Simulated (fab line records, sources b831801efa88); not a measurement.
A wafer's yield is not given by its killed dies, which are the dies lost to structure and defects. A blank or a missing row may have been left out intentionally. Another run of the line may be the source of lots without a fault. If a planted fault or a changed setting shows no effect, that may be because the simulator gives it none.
Problem report in the 8D (eight disciplines) form, filled by code    flow sky130    the parts of the form that need people (team, actions taken, sign-off) are left out

## 1. WHAT WENT WRONG
Wafers without a fault read 43 with a standard deviation of 6.4, while killed_at_M0_to_M3 at SKY_PAD_OPEN_PROBE_99 averages 78 across 2 wafers of 1 lot. Relative to the usual mean, that is a shift of +5.5 standard deviations.
Earliest sighting: wafer L183.2 on prober-02 at day 50 16:06. The record holds 3 wafers of 1 lot with a number at this step. Rule for "out", or "out of limits": more than 4 standard deviations from the usual mean. All remaining wafers that have a number are taken as sound.

## 2. WHAT IT IS, AND WHAT IT ISN'T
question                     is                                        is not
which readings at this step  killed_at_M0_to_M3, sort_bin_3_pad_short  killed_at_M4_up, killedAtContacts, killedAtFrontEnd, killedAtOther, killedOpen, killedShort, sort_bin_5_function, sort_bin_6_memory
which lots                   L183                                      -
which wafers of those lots   L183.2, L183.5                            L183.1
read on which tools          prober-02                                 -
when                         from day 50 16:06                         up to then (1 sound wafer)

## 3. THE SUSPECTS, EACH WITH WHAT RULES IT OUT
Counting: any tool at a process step up to the reading remains a suspect provided it ran every lot that is out. Sound lots after the first of them don't rule it out here, since some wafers of a struck lot are sound.
- pvdSputter-03 at SKY_METAL2_SPUTTER_00 (material Ti, target thk 15 nm, time 10 s): kept. It ran the lot that is out, L183 (day 40 09:08).
- pvdSputter-04 at SKY_METAL3_SPUTTER_02 (material AlCu, target thk 735 nm, time 39.1 s): kept. It ran the lot that is out, L183 (day 42 14:09).
- pecvd-04 at SKY_CAP2M_CVD_00 (deposits SiO2, target thk 15.5 nm): kept. It ran the lot that is out, L183 (day 45 15:04).
- pvdSputter-03 at SKY_METAL5_SPUTTER_02 (material AlCu, target thk 1150 nm, time 61.2 s): kept. It ran the lot that is out, L183 (day 48 07:47).
- prober-02 at SKY_PAD_OPEN_PROBE_99: kept. It ran the lot that is out, L183 (day 50 16:03). Out on those wafers are its own readings of killed_at_M0_to_M3, sort_bin_3_pad_short.
Left after counting: pvdSputter-03 at SKY_METAL2_SPUTTER_00, pvdSputter-04 at SKY_METAL3_SPUTTER_02, pecvd-04 at SKY_CAP2M_CVD_00, pvdSputter-03 at SKY_METAL5_SPUTTER_02, prober-02 at SKY_PAD_OPEN_PROBE_99.

## 4. THE CAUSE (what the simulator had put in)
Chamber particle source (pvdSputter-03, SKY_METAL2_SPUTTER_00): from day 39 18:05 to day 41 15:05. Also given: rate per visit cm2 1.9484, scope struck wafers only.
Counting leaves 5 suspects; this tool is one of them.

## 5. SEQUENCE OF EFFECTS, ordered by route
One row per reading whose mean, taken over the struck wafers that have a number, lies over 3 standard deviations from the usual. Only readings for which the record gives a usual standard deviation are gone through. hours: the time from each lot's start at the first step in this table that gives one to its start at this step, as a median over the lots. sigmas: the change in usual standard deviations.
hours  step                   reading               usual  on struck wafers  change  sigmas
0      SKY_PAD_OPEN_PROBE_99  killed_at_M0_to_M3    43     78                +35     +5.5
0      SKY_PAD_OPEN_PROBE_99  sort_bin_3_pad_short  0.9 %  3.6               +2.7    +5.6
Its process steps:
- SKY_PAD_OPEN_PROBE_99

## 6. WHAT WOULD HAVE CAUGHT IT SOONER
The fault began at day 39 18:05; the first out-of-limits reading in this record came at day 50 16:06, 262 hours later.
Of the tool readings at SKY_METAL2_SPUTTER_00 for which the record gives a usual standard deviation, none was out on any struck wafer, so an alarm limit of 4 standard deviations on them would not have fired.
Each of the lots that are out, 1 in all, had begun SKY_METAL2_SPUTTER_00 on pvdSputter-03 no later than day 50 16:06. Tool hold at that time: it would have spared none of them.
